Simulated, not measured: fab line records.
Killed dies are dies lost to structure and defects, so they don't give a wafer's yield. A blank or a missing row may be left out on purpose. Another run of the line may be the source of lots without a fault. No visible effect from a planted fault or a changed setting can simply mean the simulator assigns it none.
Split-lot study -- flow sfqLine -- on a route of 325 steps: 5 lots, 23 wafers read

== THE SPLIT ITSELF ==
At SFQ_TRILAYER_I4_VIA_LITHO_PEB_106 (peb time 60 s), the setting pebTempC was moved away from the recipe's 115 C on 5 of the 23 wafers read, by -3.1% to -1.3%. The other wafers ran this setting at the recipe's value.

== FROM THE SPLIT TO THE READING: what the file shows between them, 2 steps ==
- SFQ_TRILAYER_I4_VIA_LITHO_DEVELOP_105: time 60 s
- SFQ_TRILAYER_I4_VIA_BARC_OPEN_VIA_ETCH_146: etches BARC in O2, target depth 125 nm, time 41.7 s

== THE READING ==
I4.cdNm (the simulator's own value, which no gauge read), in nm, at SFQ_TRILAYER_I4_VIA_ETCH_VIA_ETCH_106 (etches SiO2 in CHF3, stops on Nb, target depth 260 nm). No usual value for it is given in the file. The 18 wafers here that ran the recipe average 699.9 nm, standard deviation 2.5 nm.

wafer,"tool, chamber at the split","pebTempC as run, C",against the recipe,"I4.cdNm, nm",against lot-mates on the recipe
L077.1,"lithoTrack-01, 0",115,recipe,698.9,-
L077.2,"lithoTrack-01, 0",115,recipe,698.1,-
L077.3,"lithoTrack-01, 0",115,recipe,698.4,-
L077.4,"lithoTrack-01, 0",115,recipe,697.6,-
L077.5,"lithoTrack-01, 0",115,recipe,696.4,-
L079.1,"lithoTrack-01, 0",115,recipe,698,-
L079.2,"lithoTrack-01, 0",115,recipe,696.2,-
L079.3,"lithoTrack-01, 0",115,recipe,702.8,-
L079.5,"lithoTrack-01, 0",115,recipe,698.5,-
L079.6,"lithoTrack-01, 0",115,recipe,702,-
L080.1,"lithoTrack-03, 0",115,recipe,697.8,-
L080.2,"lithoTrack-03, 0",115,recipe,703.8,-
L080.3,"lithoTrack-03, 0",111.4,-3.1%,621.2,-80.4
L080.4,"lithoTrack-03, 0",111.4,-3.1%,623.6,-78.0
L080.6,"lithoTrack-03, 0",115,recipe,703.1,-
L081.2,"lithoTrack-02, 0",115,recipe,697.6,-
L081.3,"lithoTrack-02, 0",113.5,-1.3%,668.8,-31.4
L081.4,"lithoTrack-02, 0",115,recipe,702.7,-
L081.5,"lithoTrack-02, 0",113.5,-1.3%,673.3,-26.9
L081.6,"lithoTrack-02, 0",113.5,-1.3%,666.8,-33.4
L083.2,"lithoTrack-02, 0",115,recipe,700.4,-
L083.4,"lithoTrack-02, 0",115,recipe,703,-
L083.5,"lithoTrack-02, 0",115,recipe,702.4,-

THE FIT
A straight line over all 23 wafers: I4.cdNm changes by +24.5 nm for each +1% of pebTempC; r = +0.99; the points scatter about the line by 2.7 nm.
The same after taking each lot's own level away (the mean of its wafers on the recipe; 23 wafers): +25 nm for each +1%; r = +1.00; scatter 2.3 nm.
The reading moves by 78 nm for the largest change in pebTempC, on that fit.
The span of the lots' own levels, 697.88 to 701.93 nm, comes to 1.6 times the standard deviation stated above.
The two slopes agree, so the slope changes little with the lot-to-lot level.
Check: -76.4 nm against its lot-mates is what the line predicts for one of the wafers moved furthest among these (-3.1%) when that wafer is left out of the fit. It came out at -80.4 nm against them.

== FURTHER SPLITS ON THESE WAFERS ==
Other splits were also applied to these wafers ahead of the reading. Each is held against what the fit with the lots' levels taken away leaves over:
other split on the same wafers,wafers away from the commonest value,r with I4.cdNm (lot level and that fit taken away)
SFQ_TRILAYER_M4_DEP_SPUTTER_091 timeS,5,+0.16
SFQ_TRILAYER_M4_LITHO_COAT_093 spinRpm,8,+0.11
SFQ_TRILAYER_M4_ETCH_METAL_ETCH_096 timeS,8,-0.17

== THE WHOLE CHAIN: every reading that the file lists as answering this split, in the file's order ==
step,what it does,reading,change (the file's fit),r (the file's)
SFQ_TRILAYER_I4_VIA_BARC_OPEN_VIA_ETCH_146,"etches BARC in O2, target depth 125 nm, time 41.7 s","I4.cdNm (the simulator's own value, which no gauge read)",+24 nm for each +1% of the setting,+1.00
SFQ_TRILAYER_I4_VIA_ETCH_VIA_ETCH_106,"etches SiO2 in CHF3, stops on Nb, target depth 260 nm","I4.cdNm (the simulator's own value, which no gauge read)",+25 nm for each +1% of the setting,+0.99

== FILE'S OWN FIT ==
I4.cdNm changes by +25 nm for each +1% of pebTempC, r = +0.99.
